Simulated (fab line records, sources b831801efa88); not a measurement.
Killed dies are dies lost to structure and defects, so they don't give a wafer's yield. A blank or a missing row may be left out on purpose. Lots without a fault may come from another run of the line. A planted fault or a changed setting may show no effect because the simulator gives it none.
Split-lot experiment | flow gf180mcu | 5 lots, 23 wafers read, on a route of 602 steps

THE SPLIT
At GF_MIM_SPUTTER_04 (material TiN, target thk 50 nm, time 41.7 s), the setting time_s was moved away from the recipe's 41.7 s on 5 of the 23 wafers read, by -9.2% to +7.3%. The other wafers ran this setting at the recipe's value.

The reading is taken at the split's own step.

THE READING
TiN_of_MIM_SPUTTER_04.thk_nm (the simulator's own value, which no gauge read), in nm, at GF_MIM_SPUTTER_04 (material TiN, target thk 50 nm, time 41.7 s). The file gives no usual value for it. The 18 wafers here that ran the recipe average 49.98 nm, standard deviation 0.67 nm.

wafer  | tool, chamber at the split | time_s as run, s | against the recipe | TiN_of_MIM_SPUTTER_04.thk_nm, nm | against lot-mates on the recipe
L077.2 | pvd_sputter-02, -          | 41.7             | recipe             | 49.33                            | -
L077.3 | pvd_sputter-02, -          | 41.7             | recipe             | 49.91                            | -
L077.4 | pvd_sputter-02, -          | 41.7             | recipe             | 49                               | -
L077.5 | pvd_sputter-02, -          | 41.7             | recipe             | 50.44                            | -
L077.6 | pvd_sputter-02, -          | 41.7             | recipe             | 49.22                            | -
L076.1 | pvd_sputter-03, -          | 37.88            | -9.2%              | 44.42                            | -4.93
L076.2 | pvd_sputter-03, -          | 37.88            | -9.2%              | 44.26                            | -5.09
L076.3 | pvd_sputter-03, -          | 41.7             | recipe             | 49.62                            | -
L076.5 | pvd_sputter-03, -          | 37.88            | -9.2%              | 44.68                            | -4.67
L076.6 | pvd_sputter-03, -          | 41.7             | recipe             | 49.08                            | -
L081.2 | pvd_sputter-01, -          | 41.7             | recipe             | 49.46                            | -
L081.3 | pvd_sputter-01, -          | 41.7             | recipe             | 49.44                            | -
L081.4 | pvd_sputter-01, -          | 41.7             | recipe             | 49.64                            | -
L080.2 | pvd_sputter-01, -          | 44.74            | +7.3%              | 54.47                            | +3.66
L080.3 | pvd_sputter-01, -          | 44.74            | +7.3%              | 54.44                            | +3.63
L080.4 | pvd_sputter-01, -          | 41.7             | recipe             | 50.34                            | -
L080.5 | pvd_sputter-01, -          | 41.7             | recipe             | 51.18                            | -
L080.6 | pvd_sputter-01, -          | 41.7             | recipe             | 50.92                            | -
L083.2 | pvd_sputter-02, -          | 41.7             | recipe             | 50.32                            | -
L083.3 | pvd_sputter-02, -          | 41.7             | recipe             | 50.08                            | -
L083.4 | pvd_sputter-02, -          | 41.7             | recipe             | 51.21                            | -
L083.5 | pvd_sputter-02, -          | 41.7             | recipe             | 50.1                             | -
L083.6 | pvd_sputter-02, -          | 41.7             | recipe             | 50.43                            | -

THE FIT
A straight line over all 23 wafers: TiN_of_MIM_SPUTTER_04.thk_nm changes by +0.607 nm for each +1% of time_s; r = +0.97; the points scatter about the line by 0.62 nm.
The same after taking each lot's own level away (the mean of its wafers on the recipe; 23 wafers): +0.523 nm for each +1%; r = +0.99; scatter 0.37 nm.
On that fit, the largest move of time_s shifts the reading by 4.8 nm.
The lots' own levels span 49.350 to 50.813 nm, that is 2.2 times the standard deviation above.
So the lot-to-lot level changes the slope: the two fits differ.
Check: with one of the wafers moved furthest among these (-9.2%) left out of the fit, the line predicts -4.78 nm for it against its lot-mates. It came out at -4.93 nm against them.

OTHER SPLITS ON THESE WAFERS
These wafers also went through other splits before the reading. Each is held against what the fit with the lots' levels taken away leaves over:
other split on the same wafers  | wafers away from the commonest value | r with TiN_of_MIM_SPUTTER_04.thk_nm (lot level and that fit taken away)
GF_V3_CVD_00 sih4_flow_sccm     | 10                                   | -0.08
GF_V3_CVD_23 temp_c             | 10                                   | -0.20
GF_V4_CMP_04 leave_above_ref_nm | 8                                    | +0.26
GF_V4_PEB_12 peb_temp_c         | 9                                    | +0.07
GF_V4_ETCH_17 source_w          | 8                                    | +0.36
GF_V4_SPUTTER_22 power_w        | 8                                    | +0.02

THE FILE'S OWN FIT
TiN_of_MIM_SPUTTER_04.thk_nm changes by +0.521 nm for each +1% of time_s, r = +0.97.
